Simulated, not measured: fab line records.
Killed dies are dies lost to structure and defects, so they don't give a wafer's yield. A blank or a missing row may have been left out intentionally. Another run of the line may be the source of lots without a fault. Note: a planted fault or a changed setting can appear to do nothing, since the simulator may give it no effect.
Which tool is to blame? / flow gf180mcu / at 1 step of a route of 602, 6 lots with 18 wafers sampled

WHAT EACH GAUGE READ, for each wafer
GF_CONTACT_THK_MEAS_26: measures by xrf.
lot=L304; measured=day 17 02:35; on=film_metro-03; CONTACT_W_THK (nm)=309 308 309
lot=L312; measured=day 20 01:02; on=film_metro-01; CONTACT_W_THK (nm)=301 299 299
lot=L317; measured=day 21 16:03; on=film_metro-03; CONTACT_W_THK (nm)=312 308 303
lot=L319; measured=day 22 14:17; on=film_metro-03; CONTACT_W_THK (nm)=303 307 303
lot=L321; measured=day 23 00:56; on=film_metro-04; CONTACT_W_THK (nm)=303 304 303
lot=L323; measured=day 23 22:43; on=film_metro-03; CONTACT_W_THK (nm)=311 307 307

EACH LOT AND THE TOOL THAT RAN IT (in order: tool; ch and the chambers of the sampled wafers; start)
Before these readings, the record contains no process step.

THE ANSWER, worked out from the rows above alone
Rule: the lots themselves supply what counts as usual. Put in order of their means at a reading, lots are off if they are a third of the lots or fewer, leave a main group of 4 or more, and stand apart from it by a gap of 3 or more times the standard deviation of the main group's means; of several such gaps the widest counts. Not used: any main group whose means are identical at the precision the tables above print for the reading. Also off: a lot with no number at a reading for which 4 or more lots have one. Where the step has rows for the other lots, those lots are counted as sound.
Nothing can be told from this: no lot is off at any reading shown.

WHAT THE SIMULATOR HAD INSERTED
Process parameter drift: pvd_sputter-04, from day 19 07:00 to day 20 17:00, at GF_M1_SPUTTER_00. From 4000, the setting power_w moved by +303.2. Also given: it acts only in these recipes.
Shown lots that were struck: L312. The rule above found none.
